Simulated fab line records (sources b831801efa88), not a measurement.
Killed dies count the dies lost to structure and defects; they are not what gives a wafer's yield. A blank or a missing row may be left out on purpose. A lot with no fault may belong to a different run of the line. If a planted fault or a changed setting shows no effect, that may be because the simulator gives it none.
Struck lot and sound lot, side by side -- flow sfqLine -- 42 steps out of a route of 325
Sound: the wafers L168.1, L168.4, L168.5. Struck: wafers L179.1, L179.3 (left out: L179.5, a lot-mate that was not struck); the cause follows at the end.
Per side, at each step with rows, come the tool, then ch with its chambers, and then its first start. Under that, the readings that differ: sound wafers -- struck wafers -- difference of the means -- sigmas: that difference in standard deviations of wafers without a fault.
alike: readings whose means differ by less than 2 such deviations, and words and numbers that are the same on both sides. not compared: withheld readings, readings that some wafer has no value for, bounds like >300 that may hide the same value, and numbers for which the record gives no deviation and whose values overlap.
A row with sigmas, a row that says differs or no value, or rows on one side alone: a step with any of these is where the two part. Numbers that have no deviation but don't overlap get no sigmas and don't part them. A reading that every wafer of one side lacks parts them only if that side has two wafers or more.

first, 6 steps without rows for these wafers: SFQ_TRILAYER_M0_LITHO_COAT_026 (resist thk 62 nm); SFQ_TRILAYER_M0_LITHO_COAT_021 (resist thk 600 nm); SFQ_TRILAYER_M0_LITHO_SOFTBAKE_025; SFQ_TRILAYER_M0_LITHO_EXPOSE_022 (exposes mask M0, target cd 500 nm); SFQ_TRILAYER_M0_LITHO_PEB_024 (peb time 60 s); SFQ_TRILAYER_M0_LITHO_DEVELOP_023 (time 60 s).
SFQ_M0_OVL_MEAS_906:
  sound: overlay-01 at day 9 00:28; struck: overlay-02 at day 11 19:28
  alike: M0_OVL
SFQ_TRILAYER_M0_BARC_OPEN_METAL_ETCH_031: etches BARC in O2, target depth 125 nm, time 41.7 s.
  sound on rieMetal-01 ch 0,1, day 9 00:31; struck on rieMetal-01 ch 1, day 11 19:31
  alike: drypumpMotorCurrentA, oesProductAu
  not compared: rfHoursCounterH
then, 4 steps without rows for these wafers: SFQ_TRILAYER_M0_ETCH_METAL_ETCH_024 (etches Nb in Cl2/Ar, stops on SiO2, target depth 240 nm, time 120 s); SFQ_TRILAYER_M0_STRIP_STRIP_025 (strips in O2); SFQ_TRILAYER_M0_STRIP_SOLV_CLEAN_026 (cleans in NMP, time 600 s); SFQ_TRILAYER_I0_DEP_PECVD_027 (deposits SiO2 from SiH4/N2O, time 111.11 s, target thk 500 nm).
SFQ_TRILAYER_I0_CMP_CMP_028: polishes SiO2.
  sound on cmp-01 ch 2,3, day 9 09:02; struck on cmp-02 ch 0,1, day 11 23:14
reading,sound,struck,difference,sigmas
timeToEndpointS (s),197 215 213,280 280,+72,+9
model.SiO2_of_TRILAYER_I0_DEP_PECVD_027.thkNm (nm),199.3 200.7 199.7,302.1 302.4,+102.3,
  alike: headPressurePsi, motorCurrentA
SFQ_I0_BOW_MEAS_907:
  sound: filmMetro-03 at day 9 11:32; struck: filmMetro-03 at day 12 01:14
  alike: I0_BOW
SFQ_TRILAYER_I0_METRO_MEASURE_029:
  sound: filmMetro-03 at day 9 11:40; struck: filmMetro-03 at day 12 01:22
reading,sound,struck,difference,sigmas
thkNm (nm),199.4 200.7 199.8,302.1 302.3,+102.2,+73
then, 6 steps without rows for these wafers: SFQ_TRILAYER_I0_VIA_LITHO_COAT_036 (resist thk 62 nm); SFQ_TRILAYER_I0_VIA_LITHO_COAT_031 (resist thk 650 nm); SFQ_TRILAYER_I0_VIA_LITHO_SOFTBAKE_035; SFQ_TRILAYER_I0_VIA_LITHO_EXPOSE_032 (exposes mask I0, target cd 500 nm); SFQ_TRILAYER_I0_VIA_LITHO_PEB_034 (peb time 60 s); SFQ_TRILAYER_I0_VIA_LITHO_DEVELOP_033 (time 60 s).
-- the record jumps here: 2 days lie between the struck wafers' starts before and after --
SFQ_I0_OVL_MEAS_908:
  sound: overlay-02 at day 11 04:42; struck: overlay-02 at day 14 11:53
  alike: I0_OVL
SFQ_TRILAYER_I0_VIA_BARC_OPEN_VIA_ETCH_046: etches BARC in O2, target depth 125 nm, time 41.7 s.
  sound on rieDiel-01 ch 0,2, day 11 04:44; struck on rieDiel-04 ch 0,1, day 14 11:55
  alike: drypumpMotorCurrentA, oesProductAu
  not compared: rfHoursCounterH
SFQ_TRILAYER_I0_VIA_ETCH_VIA_ETCH_034: etches SiO2 in CHF3, stops on Nb, target depth 260 nm.
  sound on rieDiel-01 ch 0,2, day 11 04:46; struck on rieDiel-04 ch 0,1, day 14 11:58
reading,sound,struck,difference,sigmas
oesProductAu (a.u.),0.855 0.849 0.849,0.998 0.995,+0.145,+26
model.I0.featureDepthNm (nm),199.3 200.7 199.7,260.7 259.3,+60.1,
model.etch.depthNm (nm),199.3 200.7 199.7,260.7 259.3,+60.1,
  alike: drypumpMotorCurrentA
then, 2 steps without rows for these wafers: SFQ_TRILAYER_I0_VIA_STRIP_STRIP_035 (strips in O2); SFQ_TRILAYER_I0_VIA_STRIP_SOLV_CLEAN_036 (cleans in NMP, time 600 s).
SFQ_TRILAYER_M1_DEP_PRE_CLEAN_038: time 22.5 s.
  sound: pvdSputter-05 at day 11 05:40; struck: pvdSputter-06 at day 14 12:50
reading,sound,struck,difference,sigmas
model.SiO2_of_TRILAYER_I0_DEP_PECVD_027.thkNm (nm),191.8 193.2 192.2,294.6 294.9,+102.3,
then, 1 step without rows for these wafers: SFQ_TRILAYER_M1_DEP_SPUTTER_037 (material Nb, target thk 200 nm, time 133.3 s).
SFQ_M1_RS_MEAS_909: uses a four-point probe to measure.
  sound: filmMetro-04 at day 11 05:47; struck: filmMetro-02 at day 14 12:58
  alike: M1_NB_RS
then, 6 steps without rows for these wafers: SFQ_TRILAYER_M1_LITHO_COAT_044 (resist thk 62 nm); SFQ_TRILAYER_M1_LITHO_COAT_039 (resist thk 600 nm); SFQ_TRILAYER_M1_LITHO_SOFTBAKE_043; SFQ_TRILAYER_M1_LITHO_EXPOSE_040 (exposes mask M1, target cd 500 nm); SFQ_TRILAYER_M1_LITHO_PEB_042 (peb time 60 s); SFQ_TRILAYER_M1_LITHO_DEVELOP_041 (time 60 s).
-- the record jumps here: 3 days lie between the struck wafers' starts before and after --
SFQ_M1_OVL_MEAS_911:
  sound: overlay-02 at day 13 15:29; struck: overlay-02 at day 17 08:56
  alike: M1_OVL
then, 1 step without rows for these wafers: SFQ_TRILAYER_M1_BARC_OPEN_METAL_ETCH_054 (etches BARC in O2, target depth 125 nm, time 41.7 s).
SFQ_TRILAYER_M1_ETCH_METAL_ETCH_042: etches Nb in Cl2/Ar, stops on SiO2, target depth 240 nm, time 120 s.
  sound on rieMetal-04 ch 0,1, day 13 15:35; struck on rieMetal-03 ch 0,1, day 17 09:02
reading,sound,struck,difference,sigmas
oesProductAu (a.u.),0.899 0.900 0.918,0.888 0.883,-0.020,-2
  alike: drypumpMotorCurrentA
  not compared: rfHoursCounterH
SFQ_TRILAYER_M1_STRIP_STRIP_043: strips in O2.
  sound on rieMetal-04 ch 0,1, day 13 15:42; struck on rieMetal-03 ch 0,1, day 17 09:09
  alike: drypumpMotorCurrentA, oesProductAu
  not compared: rfHoursCounterH
then, 1 step without rows for these wafers: SFQ_TRILAYER_M1_STRIP_SOLV_CLEAN_044 (cleans in NMP, time 600 s).
SFQ_TRILAYER_I1_DEP_PECVD_045: deposits SiO2 from SiH4/N2O, time 111.11 s, target thk 500 nm.
  sound on pecvd-03 ch 0,2, day 13 16:29; struck on pecvd-01 ch 1,2, day 17 09:56
  alike: heaterPowerW, throttleValvePct
-- the record jumps here: 57 days lie between the struck wafers' starts before and after --
SFQ_M8_BOW_MEAS_951:
  sound: filmMetro-03 at day 68 20:00; struck: filmMetro-04 at day 74 15:39
reading,sound,struck,difference,sigmas
model.etest.i0.linkOhm,1.953 1.976 1.949,1e+06 1e+06,+1e+06,
  alike: M8_BOW

WHERE THEY PART
Last at SFQ_TRILAYER_M1_ETCH_METAL_ETCH_042 as far as this record goes, first at SFQ_TRILAYER_I0_CMP_CMP_028. Later steps at which nothing parts them and some readings are alike: SFQ_TRILAYER_M1_STRIP_STRIP_043, SFQ_TRILAYER_I1_DEP_PECVD_045, SFQ_M8_BOW_MEAS_951.

WHY: what the simulator had put in
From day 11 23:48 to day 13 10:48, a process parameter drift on cmp-02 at SFQ_TRILAYER_I0_CMP_CMP_028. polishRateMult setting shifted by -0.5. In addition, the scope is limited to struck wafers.
